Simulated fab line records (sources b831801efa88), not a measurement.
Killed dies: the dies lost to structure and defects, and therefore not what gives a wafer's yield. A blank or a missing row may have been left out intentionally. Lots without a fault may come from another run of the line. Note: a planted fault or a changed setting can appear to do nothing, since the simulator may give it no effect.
Which tool did it?	flow gf180mcu	10 lots with 30 wafers sampled at 5 steps, on a route of 602 steps

WHAT THE GAUGES SHOWED, per wafer
GF_MIM_RS_MEAS_10: the measuring method here is four-point-probe.
lot	measured	on	MIM_ALCU_RS (ohm/sq)
L199	day 25 22:02	film_metro-01	0.1703 0.1663 0.1674
L200	day 26 03:32	film_metro-02	0.1666 0.1681 0.1696
L201	day 26 06:49	film_metro-04	0.1701 0.1712 0.1702
L203	day 26 18:07	film_metro-02	0.1278 0.1267 0.1266
L204	day 27 05:31	film_metro-04	0.1289 0.1291 0.1273
L211	day 29 06:40	film_metro-02	0.1672 0.1670 0.1673
L213	day 30 00:43	film_metro-02	0.1670 0.1663 0.1650
L214	day 30 07:50	film_metro-02	0.1692 0.1676 0.1672
L217	day 31 03:37	film_metro-02	0.1669 0.1683 0.1680
L219	day 31 09:56	film_metro-04	0.1683 0.1686 0.1679

TOOL THAT RAN EACH LOT (tool first, then ch and the chambers of the sampled wafers, then the start)
lot	GF_V4_SPUTTER_21	GF_V4_SPUTTER_22	GF_MIM_SPUTTER_00	GF_MIM_SPUTTER_08
L199	pvd_sputter-03, day 25 20:37	pvd_sputter-03, day 25 20:40	pvd_sputter-04, day 25 21:36	pvd_sputter-01, day 25 21:58
L200	pvd_sputter-04, day 26 02:25	pvd_sputter-04, day 26 02:29	pvd_sputter-04, day 26 03:07	pvd_sputter-01, day 26 03:28
L201	pvd_sputter-02, day 26 05:40	pvd_sputter-02, day 26 05:43	pvd_sputter-03, day 26 06:21	pvd_sputter-01, day 26 06:44
L203	pvd_sputter-02, day 26 16:59	pvd_sputter-02, day 26 17:03	pvd_sputter-03, day 26 17:41	pvd_sputter-01, day 26 18:02
L204	pvd_sputter-03, day 27 04:23	pvd_sputter-03, day 27 04:26	pvd_sputter-04, day 27 05:04	pvd_sputter-01, day 27 05:26
L211	pvd_sputter-02, day 29 05:34	pvd_sputter-02, day 29 05:38	pvd_sputter-03, day 29 06:16	pvd_sputter-04, day 29 06:37
L213	pvd_sputter-02, day 29 23:36	pvd_sputter-02, day 29 23:40	pvd_sputter-04, day 30 00:17	pvd_sputter-03, day 30 00:39
L214	pvd_sputter-02, day 30 06:43	pvd_sputter-02, day 30 06:47	pvd_sputter-04, day 30 07:25	pvd_sputter-03, day 30 07:46
L217	pvd_sputter-03, day 31 02:28	pvd_sputter-03, day 31 02:32	pvd_sputter-01, day 31 03:10	pvd_sputter-04, day 31 03:31
L219	pvd_sputter-02, day 31 08:43	pvd_sputter-02, day 31 08:47	pvd_sputter-04, day 31 09:30	pvd_sputter-01, day 31 09:52
- GF_V4_SPUTTER_21: material Ti, target thk 15 nm, time 80.02 s.
- GF_V4_SPUTTER_22: material TiN, target thk 10 nm, time 40 s.
- GF_MIM_SPUTTER_00: material Ti, target thk 37.5 nm, time 150 s.
- GF_MIM_SPUTTER_08: material AlCu, target thk 200 nm, time 10.15 s.

THE ANSWER, worked out from the rows above alone
Rule: what is usual is taken from the lots themselves. Put in order of their means at a reading, lots are off if they are a third of the lots or fewer, leave a main group of 4 or more, and stand apart from it by a gap of 3 or more times the standard deviation of the main group's means; of several such gaps the widest counts. Not used: any main group whose means are identical at the precision the tables above print for the reading. A lot without any number at a reading at which 4 lots or more have one is off too. All remaining lots with rows at the step are treated as sound.
Off: L203, L204, at GF_MIM_RS_MEAS_10 (MIM_ALCU_RS). The main group: mean 0.1680 ohm/sq, standard deviation 0.0012.
If a tool, at a process step before that reading, ran all the lots that are off and no sound lot after the first of them, it fits. Gauges at GF_MIM_RS_MEAS_10: tried the same way as those tools. No candidate that was tried fits.

WHAT HAD BEEN PUT IN BY THE SIMULATOR
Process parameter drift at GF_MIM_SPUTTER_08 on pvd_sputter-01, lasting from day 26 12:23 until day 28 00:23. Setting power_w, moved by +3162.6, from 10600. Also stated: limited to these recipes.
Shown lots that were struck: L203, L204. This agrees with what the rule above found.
